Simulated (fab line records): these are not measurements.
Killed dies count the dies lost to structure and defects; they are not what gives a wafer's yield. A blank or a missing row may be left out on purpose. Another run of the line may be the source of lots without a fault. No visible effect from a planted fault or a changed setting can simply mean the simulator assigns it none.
Shared-tool check | flow gf180mcu | Lots sampled 14, wafers sampled 42

## WHAT PROMPTED THE OPENING
At GF_VT_IMPLANT_RS_MEAS_49 the reading MVPSD_RS is flagged on 2 of 14 lots. Wafers without a fault read 1167 ohm/sq, standard deviation 3.1.
Rule: a lot is flagged when every wafer of it that has a number lies more than 4 standard deviations from that mean, or none has a number. The rest of the lots are taken to be sound.

lot  | measured     | on            | MVPSD_RS (ohm/sq), wafer by wafer | flag
L818 | day 7 13:58  | film_metro-03 | 1168 1164 1168                    |
L819 | day 7 21:23  | film_metro-03 | 1164 1167 1168                    |
L820 | day 8 04:46  | film_metro-01 | 1161 1164 1164                    |
L821 | day 8 06:51  | film_metro-02 | 1165 1163 1164                    |
L822 | day 8 18:07  | film_metro-01 | 1165 1167 1167                    |
L823 | day 8 22:15  | film_metro-02 | 1168 1165 1169                    |
L824 | day 9 04:03  | film_metro-03 | 1166 1164 1161                    |
L830 | day 10 22:59 | film_metro-02 | 1193 1188 1192                    | FLAGGED
L831 | day 11 06:02 | film_metro-01 | 1194 1192 1194                    | FLAGGED
L834 | day 12 00:51 | film_metro-02 | 1170 1174 1173                    |
L835 | day 12 12:44 | film_metro-01 | 1161 1165 1164                    |
L838 | day 13 05:45 | film_metro-02 | 1164 1168 1169                    |
L839 | day 13 11:11 | film_metro-02 | 1166 1168 1169                    |
L840 | day 14 00:14 | film_metro-03 | 1166 1171 1168                    |
On average the flagged lots' numbers are 1192 ohm/sq, which is +25 ohm/sq against the usual, or +8 standard deviations.

## EACH LOT AND THE TOOL IT RAN ON
The record holds 1 process step before the reading, out of a route of 602 steps. In each cell: the tool, then ch and the chambers that the sampled wafers went through, then the start.
lot  | flag    | GF_MVPSD_IMPLANT_09
L818 |         | implanter-04 ch 0, day 5 01:55
L819 |         | implanter-02 ch 0, day 5 07:37
L820 |         | implanter-02 ch 0, day 5 15:05
L821 |         | implanter-04 ch 0, day 5 16:41
L822 |         | implanter-02 ch 0, day 6 01:59
L823 |         | implanter-02 ch 0, day 6 05:24
L824 |         | implanter-04 ch 0, day 6 11:38
L830 | FLAGGED | implanter-02 ch 0, day 8 00:00
L831 | FLAGGED | implanter-02 ch 0, day 8 06:58
L834 |         | implanter-04 ch 0, day 9 00:40
L835 |         | implanter-03 ch 0, day 9 10:47
L838 |         | implanter-03 ch 0, day 10 01:05
L839 |         | implanter-04 ch 0, day 10 07:07
L840 |         | implanter-03 ch 0, day 10 17:46
What these steps do:
- GF_MVPSD_IMPLANT_09
- GF_VT_IMPLANT_RS_MEAS_49: measures by four-point-probe.

## FLAGGED OVER TOTAL, TOOL BY TOOL (the gauges that took the reading come last)
step                     | tool          | lots run | flagged | share of the flagged lots | sound lots run after its first flagged lot
GF_MVPSD_IMPLANT_09      | implanter-02  | 6        | 2       | all                       | 0
GF_MVPSD_IMPLANT_09      | implanter-03  | 3        | 0       | none                      | -
GF_MVPSD_IMPLANT_09      | implanter-04  | 5        | 0       | none                      | -
GF_VT_IMPLANT_RS_MEAS_49 | film_metro-01 | 4        | 1       | some                      | 1 (L835)
GF_VT_IMPLANT_RS_MEAS_49 | film_metro-02 | 6        | 1       | some                      | 3 (L834,L838,L839)
GF_VT_IMPLANT_RS_MEAS_49 | film_metro-03 | 4        | 0       | none                      | -

## WHAT THE TABLE ALLOWS
All flagged lots share 1 row of the table, namely implanter-02 at GF_MVPSD_IMPLANT_09.
- implanter-02 at GF_MVPSD_IMPLANT_09 ran 6 lots, 2 of them flagged. Its last sound lot is L823 (day 6 05:24), its first flagged lot L830 (day 8 00:00): a fault that began between those two fits.
What remains is a single tool, implanter-02 at GF_MVPSD_IMPLANT_09.

## WHAT THE SIMULATOR HAD INSERTED
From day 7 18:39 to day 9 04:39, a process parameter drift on implanter-02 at GF_MVPSD_IMPLANT_09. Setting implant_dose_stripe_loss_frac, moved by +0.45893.
Shown lots that were struck: L830, L831. The rule given above showed the same thing.
